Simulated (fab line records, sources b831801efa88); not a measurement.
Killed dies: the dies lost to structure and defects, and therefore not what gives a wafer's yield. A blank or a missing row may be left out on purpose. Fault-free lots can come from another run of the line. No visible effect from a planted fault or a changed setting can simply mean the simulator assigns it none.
fab line records | flow sky130
record lots=7 | wafers=21 | last-day=49
route steps=708 shown PASSIVATION@690 PAD_OPEN@694
lots that met no fault: from a run of the same line without faults
start-h: hours from the record's first day to the start of the lot's first wafer shown | wait-h: hours since the lot's step before | " the same as in the row above | L1.1+2: a single row standing in for several wafers | - value missing, or start not given | * or withheld: withheld | < > ~ a bound
route shown NAME@n: a module of which the file shows steps, and the number in the route of the first | usual: mean/standard deviation taken from wafers without a fault | same: alike in all rows | chamber/n: place in a boat | sites: readings site by site | _std_site: the values' standard deviation | _edge_site: the outer-site mean with the inner-site mean subtracted | radius-mm: how far each site lies from the wafer's centre | mask NAME#n: copy n | behind: the last tool/chamber to shape the wafer | hold: why the lot was held/for how many hours/how that ended | device: the transistor (n, p or np) that didn't switch | end of line: the tests these same wafers got at the end of their route | step lacking rows: just its recipe | killed: at the first sort, the dies lost to defects and structure; wafer yield is something else | map: a wafer's dies, marking killed ones x, the rest . and places with no die _
set.NAME: the setting as run; set.NAME@STEP: as run at that earlier step | model.NAME: the simulator's own value behind a step, which no gauge read
lots at selected steps of the route; one table per step, one row per wafer
services: a tool's chamber out of use, with start hour (start-h, from the record's first day; less than 0 if before it), hours out, and reason
## steps
# step SKY_PASSIVATION_PEB_09
# recipe temp-c=115 | time-s=withheld
# step SKY_PASSIVATION_DEVELOP_10
# recipe develop-time-s=60 | dev-temp-c=23
# step SKY_PASSIVATION_ETCH_11
# recipe chemistry=CF4/O2 | target-depth-nm=725 | stop-on=AlCu | source-w=800 | bias-w=150 | pressure-mtorr=150 | cf4-flow-sccm=80 | O2_flow_sccm=10 | time-s=161.1
# usual drypump-motor-current-A=5.6/0.41 | oes-product-au=0.974/0.0073 | throttle-valve-pct=5.965/0.0086
lot.wafer | tool        | chamber | start-h | wait-h | drypump-motor-current-A | oes-product-au | rf-hours-counter-h | throttle-valve-pct
L698.1    | rie-diel-04 | 1       | 1051.92 | -      | 5.0                     | 0.970          | 10                 | 5.961
L698.4    | "           | 3       | "       | "      | 6.0                     | 0.977          | -                  | 5.966
L698.5    | "           | 1       | "       | "      | 5.0                     | 0.975          | -                  | 5.964
L699.1    | rie-diel-02 | 0       | 1061.52 | -      | 5.5                     | 0.969          | 17                 | 5.971
L699.2    | "           | 1       | "       | "      | 5.1                     | 0.972          | 16                 | 5.970
L699.4    | "           | 2       | "       | "      | 5.2                     | 0.977          | 24                 | 5.974
L701.1    | rie-diel-04 | 2       | 1076.57 | -      | 6.0                     | 0.969          | 11                 | 5.954
L701.4    | "           | 3       | "       | "      | 5.9                     | 0.984          | 10                 | 5.965
L701.6    | "           | 2       | "       | "      | 5.9                     | 0.975          | -                  | 5.975
L702.2    | rie-diel-04 | 2       | 1079.42 | -      | 6.0                     | 0.971          | 11                 | 5.961
L702.3    | "           | 3       | "       | "      | 6.0                     | 0.964          | 10                 | 5.954
L702.4    | "           | 1       | "       | "      | 5.0                     | 0.982          | 11                 | 5.977
L711.2    | rie-diel-04 | 2       | 1137.02 | -      | 6.0                     | 0.967          | 13                 | 5.966
L711.3    | "           | 0       | "       | "      | 5.5                     | 0.970          | 3                  | 5.966
L711.5    | "           | 1       | "       | "      | 5.0                     | 0.977          | -                  | 5.967
L712.1    | rie-diel-03 | 1       | 1144.82 | -      | 6.0                     | 0.980          | 24                 | 5.960
L712.3    | "           | 2       | "       | "      | 5.6                     | 0.975          | 17                 | 5.984
L712.4    | "           | 3       | "       | "      | 5.9                     | 0.976          | 22                 | 5.973
L713.3    | rie-diel-03 | 1       | 1148.02 | -      | 6.0                     | 0.972          | 24                 | 5.960
L713.4    | "           | 3       | "       | "      | 5.8                     | 0.967          | 23                 | 5.956
L713.5    | "           | 3       | "       | "      | 5.9                     | 0.971          | -                  | 5.963
# step SKY_PASSIVATION_STRIP_12
# recipe chemistry=O2/N2 | power-w=1400 | pressure-mtorr=1500 | platen-temp-c=withheld | overash-fraction=0.7 | o2-flow-sccm=3000 | n2-flow-sccm=300
# usual chamber-pressure-mTorr=1499.9/1.5 | drypump-motor-current-A=6.0/0.39 | oes-product-au=0.661/0.004 | strip-time-to-endpoint-s=31.56/0.13
lot.wafer | tool            | chamber | start-h | wait-h | chamber-pressure-mTorr | drypump-motor-current-A | oes-product-au | rf-hours-counter-h | strip-time-to-endpoint-s
L698.1    | plasma-asher-04 | 1       | 1052.03 | 0.1    | 1498.4                 | 6.3                     | 0.663          | 114                | 31.37
L698.4    | "               | 1       | "       | "      | 1498.8                 | 6.4                     | 0.665          | -                  | 31.43
L698.5    | "               | 1       | "       | "      | 1499.7                 | 6.4                     | 0.665          | -                  | 31.35
L699.1    | plasma-asher-03 | 1       | 1061.62 | 0.1    | 1502.8                 | 6.2                     | 0.663          | 32                 | 31.82
L699.2    | "               | 0       | "       | "      | 1498.3                 | 6.2                     | 0.664          | 32                 | 31.54
L699.4    | "               | 0       | "       | "      | 1503.0                 | 6.2                     | 0.657          | -                  | 31.54
L701.1    | plasma-asher-03 | 1       | 1076.68 | 0.1    | 1501.2                 | 6.2                     | 0.660          | 33                 | 31.59
L701.4    | "               | 0       | "       | "      | 1498.8                 | 6.2                     | 0.656          | -                  | 31.39
L701.6    | "               | 1       | "       | "      | 1502.1                 | 6.2                     | 0.663          | -                  | 31.66
L702.2    | plasma-asher-04 | 0       | 1079.52 | 0.1    | 1503.2                 | 5.8                     | 0.673          | 2                  | 31.73
L702.3    | "               | 1       | "       | "      | 1499.2                 | 6.4                     | 0.660          | -                  | 31.46
L702.4    | "               | 0       | "       | "      | 1499.0                 | 5.8                     | 0.662          | -                  | 31.64
L711.2    | plasma-asher-04 | 1       | 1137.12 | 0.1    | 1501.8                 | 6.4                     | 0.660          | 8                  | 31.61
L711.3    | "               | 1       | "       | "      | 1499.8                 | 6.4                     | 0.661          | -                  | 31.47
L711.5    | "               | 1       | "       | "      | 1500.1                 | 6.4                     | 0.663          | -                  | 31.44
L712.1    | plasma-asher-03 | 0       | 1144.93 | 0.1    | 1499.0                 | 6.2                     | 0.659          | 40                 | 31.77
L712.3    | "               | 1       | "       | "      | 1499.9                 | 6.2                     | 0.661          | -                  | 31.52
L712.4    | "               | 0       | "       | "      | 1500.5                 | 6.2                     | 0.658          | -                  | 31.62
L713.3    | plasma-asher-02 | 1       | 1148.16 | 0.1    | 1499.9                 | 5.1                     | 0.656          | -                  | 31.68
L713.4    | "               | 0       | "       | "      | 1498.5                 | 5.8                     | 0.655          | -                  | 31.75
L713.5    | "               | 1       | "       | "      | 1496.8                 | 5.1                     | 0.665          | -                  | 31.73
# step SKY_PAD_OPEN_DEHYDRATE_00
# recipe temp-c=200 | time-s=60
# step SKY_PAD_OPEN_HMDS_01
# recipe prime-time-s=60 | prime-temp-c=120
# step SKY_PAD_OPEN_COAT_02
# recipe spin-rpm=2000 | resist-thk-nm=3000
# step SKY_PAD_OPEN_SOFTBAKE_03
# recipe temp-c=110 | time-s=withheld
# step SKY_PAD_OPEN_EXPOSE_04
# recipe mask-id=PDM | target-cd-nm=60000 | na=0.57 | dose-mj=260
# step SKY_PAD_OPEN_PEB_05
# recipe temp-c=115 | time-s=withheld
# step SKY_PAD_OPEN_DEVELOP_06
# recipe develop-time-s=60 | dev-temp-c=23
# step SKY_PAD_OPEN_ETCH_07
# recipe chemistry=CF4/O2 | target-depth-nm=725 | stop-on=AlCu | source-w=800 | bias-w=150 | pressure-mtorr=150 | cf4-flow-sccm=80 | O2_flow_sccm=10 | time-s=161.1
# usual drypump-motor-current-A=5.7/0.34 | oes-product-au=0.975/0.0079 | throttle-valve-pct=5.962/0.01
lot.wafer | tool        | chamber | start-h | wait-h | drypump-motor-current-A | oes-product-au | rf-hours-counter-h | throttle-valve-pct
L698.1    | rie-diel-01 | 3       | 1073.41 | -      | 6.1                     | 0.969          | 16                 | 5.965
L698.4    | "           | 2       | "       | "      | 5.4                     | 0.976          | 14                 | 5.962
L698.5    | "           | 2       | "       | "      | 5.3                     | 0.987          | -                  | 5.947
L699.1    | rie-diel-03 | 3       | 1082.16 | -      | 5.8                     | 0.965          | 20                 | 5.951
L699.2    | "           | 2       | "       | "      | 5.7                     | 0.971          | 14                 | 5.954
L699.4    | "           | 1       | "       | "      | 6.0                     | 0.970          | 23                 | 5.956
L701.1    | rie-diel-02 | 0       | 1096.22 | -      | 5.5                     | 0.965          | 18                 | 5.947
L701.4    | "           | 2       | "       | "      | 5.3                     | 0.978          | 26                 | 5.966
L701.6    | "           | 0       | "       | "      | 5.5                     | 0.973          | -                  | 5.975
L702.2    | rie-diel-03 | 2       | 1100.02 | -      | 5.6                     | 0.975          | 15                 | 5.974
L702.3    | "           | 3       | "       | "      | 5.9                     | 0.968          | 21                 | 5.947
L702.4    | "           | 0       | "       | "      | 6.0                     | 0.984          | 14                 | 5.959
L711.2    | rie-diel-01 | 3       | 1155.02 | -      | 6.1                     | 0.965          | 19                 | 5.951
L711.3    | "           | 2       | "       | "      | 5.3                     | 0.958          | 17                 | 5.967
L711.5    | "           | 2       | "       | "      | 5.3                     | 0.970          | -                  | 5.963
L712.1    | rie-diel-01 | 1       | 1161.97 | -      | 5.6                     | 0.979          | 19                 | 5.973
L712.3    | "           | 3       | "       | "      | 6.1                     | 0.977          | 19                 | 5.971
L712.4    | "           | 3       | "       | "      | 6.1                     | 0.992          | -                  | 5.981
L713.3    | rie-diel-02 | 0       | 1165.67 | -      | 5.5                     | 0.978          | 20                 | 5.959
L713.4    | "           | 1       | "       | "      | 5.1                     | 0.979          | 20                 | 5.946
L713.5    | "           | 0       | "       | "      | 5.5                     | 0.960          | -                  | 5.958
# step SKY_PAD_OPEN_STRIP_08
# recipe chemistry=O2/N2 | power-w=1400 | pressure-mtorr=1500 | platen-temp-c=withheld | overash-fraction=0.7 | o2-flow-sccm=3000 | n2-flow-sccm=300
# usual chamber-pressure-mTorr=1500.1/1.3 | drypump-motor-current-A=5.8/0.49 | oes-product-au=0.663/0.005 | strip-time-to-endpoint-s=37.09/0.12
lot.wafer | tool            | chamber | start-h | wait-h | chamber-pressure-mTorr | drypump-motor-current-A | oes-product-au | rf-hours-counter-h | strip-time-to-endpoint-s | model.coat_of_PAD_OPEN_COAT_02.thk-nm
L698.1    | plasma-asher-01 | 1       | 1073.52 | 0.1    | 1499.1                 | 4.9                     | 0.667          | 101                | 37.15                    | 0
L698.4    | "               | 0       | "       | "      | 1500.1                 | 5.8                     | 0.665          | -                  | 37.14                    | 0
L698.5    | "               | 1       | "       | "      | 1499.0                 | 4.9                     | 0.666          | -                  | 37.15                    | 0
L699.1    | plasma-asher-02 | 0       | 1082.27 | 0.1    | 1499.3                 | 5.9                     | 0.657          | 66                 | 37.24                    | 0
L699.2    | "               | 1       | "       | "      | 1498.1                 | 5.1                     | 0.666          | 66                 | 37.29                    | 0
L699.4    | "               | 1       | "       | "      | 1501.8                 | 5.1                     | 0.664          | -                  | 37.15                    | 0
L701.1    | plasma-asher-03 | 1       | 1096.32 | 0.1    | 1498.3                 | 6.2                     | 0.659          | 35                 | 37.14                    | 0
L701.4    | "               | 0       | "       | "      | 1500.3                 | 6.2                     | 0.672          | -                  | 37.03                    | 0
L701.6    | "               | 0       | "       | "      | 1498.9                 | 6.2                     | 0.665          | -                  | 37.10                    | 0
L702.2    | plasma-asher-03 | 1       | 1100.12 | 0.1    | 1499.8                 | 6.2                     | 0.667          | 36                 | 37.19                    | 0
L702.3    | "               | 0       | "       | "      | 1501.6                 | 6.2                     | 0.654          | -                  | 37.19                    | 0
L702.4    | "               | 1       | "       | "      | 1499.5                 | 6.2                     | 0.673          | -                  | 37.21                    | 0
L711.2    | plasma-asher-03 | 0       | 1155.12 | 0.1    | -                      | -                       | -              | -                  | -                        | 2980
L711.3    | "               | 1       | "       | "      | -                      | -                       | -              | -                  | -                        | 2980
L711.5    | "               | 1       | "       | "      | -                      | -                       | -              | -                  | -                        | 2991
L712.1    | plasma-asher-03 | 1       | 1162.07 | 0.1    | -                      | -                       | -              | -                  | -                        | 3004
L712.3    | "               | 0       | "       | "      | -                      | -                       | -              | -                  | -                        | 3006
L712.4    | "               | 1       | "       | "      | -                      | -                       | -              | -                  | -                        | 3015
L713.3    | plasma-asher-03 | 1       | 1165.81 | 0.1    | -                      | -                       | -              | -                  | -                        | 2978
L713.4    | "               | 0       | "       | "      | -                      | -                       | -              | -                  | -                        | 2990
L713.5    | "               | 1       | "       | "      | -                      | -                       | -              | -                  | -                        | 2989
# step SKY_PAD_OPEN_STRIP_09
# recipe chemistry=post-etch-residue-remover | time-s=1244 | temp-c=72.5
# step SKY_PAD_OPEN_PROBE_99
# usual defect-limited-yield=82.9/2 | killed_at_M0_to_M3=43/7 | killed_at_M4_up=3.0/1.9 | killed-at-contacts=24/4.6 | killed-at-front-end=15/4.1 | killed-at-other=0.3/0.52 | killed-dies=84/9.7 | killed-open=46/6.9 | killed-short=38/6.8 | sort_bin_3_pad_short=0.8/0.41 | sort_bin_5_function=10.2/1.5 | sort_bin_6_memory=6.1/1.1 | sort-n-pass=408/9.7 | sort-yield-pct=82.9/2
# same gross-dies=492 | killed-at-back-side=0 | sort_bin_4_leakage[%]=0 | sort_bin_8_speed[%]=0
lot.wafer | tool      | chamber | start-h | wait-h | defect-limited-yield[%] | killed_at_M0_to_M3 | killed_at_M4_up | killed-at-contacts | killed-at-front-end | killed-at-other | killed-dies | killed-open | killed-short | sort_bin_3_pad_short[%] | sort_bin_5_function[%] | sort_bin_6_memory[%] | sort-n-pass | sort-yield-pct[%]
L698.1    | prober-02 | -       | 1075.81 | 0.1    | 82.9                    | 38                 | 2               | 25                 | 19                  | 0               | 84          | 53          | 30           | 0.2                     | 11.2                   | 5.7                  | 408         | 82.9
L698.4    | prober-02 | -       | 1075.96 | 0.2    | 85.4                    | 32                 | 2               | 19                 | 18                  | 1               | 72          | 42          | 27           | 0.6                     | 8.9                    | 5.1                  | 420         | 85.4
L698.5    | prober-02 | -       | 1076.01 | 0.2    | 83.1                    | 38                 | 4               | 27                 | 14                  | 0               | 83          | 50          | 32           | 0.4                     | 10.6                   | 5.9                  | 409         | 83.1
L699.1    | prober-01 | -       | 1084.49 | 0.1    | 82.5                    | 41                 | 4               | 27                 | 14                  | 0               | 86          | 45          | 41           | 0.6                     | 10.8                   | 6.1                  | 406         | 82.5
L699.2    | prober-01 | -       | 1084.54 | 0.1    | 85.0                    | 39                 | 2               | 13                 | 19                  | 1               | 74          | 39          | 34           | 1.4                     | 6.7                    | 6.9                  | 418         | 85.0
L699.4    | prober-01 | -       | 1084.64 | 0.2    | 81.1                    | 55                 | 1               | 26                 | 11                  | 0               | 93          | 55          | 37           | 1.2                     | 10.8                   | 6.9                  | 399         | 81.1
L711.2    | prober-02 | -       | 1157.38 | 0.1    | 80.7                    | 48                 | 3               | 29                 | 15                  | 0               | 95          | 56          | 39           | 0.6                     | 11.2                   | 7.5                  | 397         | 80.7
L711.3    | prober-02 | -       | 1157.43 | 0.2    | 83.1                    | 50                 | 1               | 20                 | 12                  | 0               | 83          | 45          | 38           | 0.8                     | 10.8                   | 5.3                  | 409         | 83.1
L711.5    | prober-02 | -       | 1157.53 | 0.2    | 80.3                    | 46                 | 3               | 33                 | 15                  | 0               | 97          | 55          | 42           | 1.4                     | 11.4                   | 6.9                  | 395         | 80.3
# killed by level:class
L698.1 VIA1:geometric-particle:open=12 LI_CONTACT:geometric-particle:open=9 VIA3:geometric-particle:open=7 CONTACT:geometric-particle:short=6 VIA2:geometric-particle:open=6 POLY_GATE:geometric-particle:open=5 CONTACT:geometric-particle:open=5 FIELD_ISO:geometric-particle:short=4
L698.4 CONTACT:geometric-particle:open=7 FIELD_ISO:geometric-particle:open=6 LI_CONTACT:geometric-particle:open=6 METAL1:geometric-particle:short=6 VIA1:geometric-particle:open=5 VIA3:geometric-particle:open=4 METAL2:geometric-particle:open=4 FIELD_ISO:geometric-particle:short=3
L698.5 VIA1:geometric-particle:open=11 CONTACT:geometric-particle:open=9 LI_CONTACT:geometric-particle:open=8 METAL2:geometric-particle:short=8 VIA3:geometric-particle:open=6 CONTACT:geometric-particle:short=5 FIELD_ISO:geometric-particle:short=4 POLY_GATE:geometric-particle:open=4
L699.1 VIA1:geometric-particle:open=10 CONTACT:geometric-particle:open=9 LI_CONTACT:geometric-particle:open=6 LOCAL_INTERCONNECT:geometric-particle:short=5 VIA3:geometric-particle:short=5 VIA1:geometric-particle:short=5 VIA3:geometric-particle:open=5 POLY_GATE:geometric-particle:open=4
L699.2 VIA1:geometric-particle:open=9 VIA3:geometric-particle:open=7 FIELD_ISO:geometric-particle:short=6 VIA2:geometric-particle:open=6 METAL2:geometric-particle:short=5 CONTACT:geometric-particle:short=4 POLY_GATE:geometric-particle:open=3 FIELD_ISO:geometric-particle:open=3
L699.4 VIA1:geometric-particle:open=14 METAL1:geometric-particle:short=12 CONTACT:geometric-particle:open=9 LI_CONTACT:geometric-particle:open=8 CONTACT:geometric-particle:short=5 VIA1:geometric-particle:short=5 VIA2:geometric-particle:open=5 METAL1:geometric-particle:open=4
L711.2 VIA1:geometric-particle:open=13 CONTACT:geometric-particle:open=12 METAL2:geometric-particle:short=8 VIA2:geometric-particle:open=7 FIELD_ISO:geometric-particle:short=4 POLY_GATE:geometric-particle:short=4 CONTACT:geometric-particle:short=4 LI_CONTACT:geometric-particle:open=4
L711.3 VIA1:geometric-particle:open=15 VIA3:geometric-particle:open=11 METAL3:geometric-particle:short=6 LOCAL_INTERCONNECT:geometric-particle:short=5 METAL1:geometric-particle:short=5 LI_CONTACT:geometric-particle:short=4 LI_CONTACT:geometric-particle:open=4 FIELD_ISO:geometric-particle:short=3
L711.5 CONTACT:geometric-particle:open=17 METAL2:geometric-particle:short=11 VIA1:geometric-particle:open=9 LI_CONTACT:geometric-particle:open=8 METAL3:geometric-particle:short=6 POLY_GATE:geometric-particle:open=5 LI_CONTACT:geometric-particle:short=4 POLY_GATE:geometric-particle:short=4
## services
tool            | chamber | start-h | hours | kind
plasma-asher-01 | -       | 1027.94 | 0.9   | repair
rie-diel-04     | 0       | 1045.63 | -     | clean
rie-diel-04     | 0       | 1045.63 | 10.5  | scheduled-down
rie-diel-04     | 0       | 1045.63 | 10.5  | vent-cycle
plasma-asher-04 | -       | 1055.27 | 9.0   | pm
plasma-asher-04 | 0       | 1055.27 | 9.0   | vent-cycle
plasma-asher-04 | 1       | 1055.27 | 9.0   | vent-cycle
plasma-asher-04 | 0       | 1064.27 | -     | clean
plasma-asher-04 | 1       | 1064.27 | -     | clean
plasma-asher-01 | -       | 1073.74 | 2.8   | pm
rie-diel-03     | -       | 1083.61 | 0.2   | repair
plasma-asher-02 | -       | 1099.79 | 14.6  | pm
rie-diel-02     | 1       | 1100.63 | 3.1   | repair
rie-diel-03     | -       | 1102.33 | 4.3   | pm
rie-diel-03     | 1       | 1109.09 | 8.2   | repair
rie-diel-02     | 1       | 1116.18 | 11.5  | repair
rie-diel-01     | 0       | 1137.39 | 25.3  | repair
rie-diel-04     | -       | 1138.64 | 2.7   | repair
rie-diel-01     | 1       | 1145.75 | 1.6   | repair
## key
first-sign step=SKY_PAD_OPEN_STRIP_08 | reading=tool-record | direction=missing
effect none on later readings
model-effect step=SKY_PAD_OPEN_STRIP_08 | value=coat_of_PAD_OPEN_COAT_02.thk-nm | without=0 | struck=2993
met-at SKY_PAD_OPEN_STRIP_08
struck-wafers L711.2,L711.3,L711.5,L712.1,L712.3,L712.4,L713.3,L713.4,L713.5
onset-between 1100.12 1155.12
fault kind=skipped-step-whole | tool=plasma-asher-03 | chamber=- | onset-h=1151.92 | steps=SKY_PAD_OPEN_STRIP_08 | scope=struck-lots-only
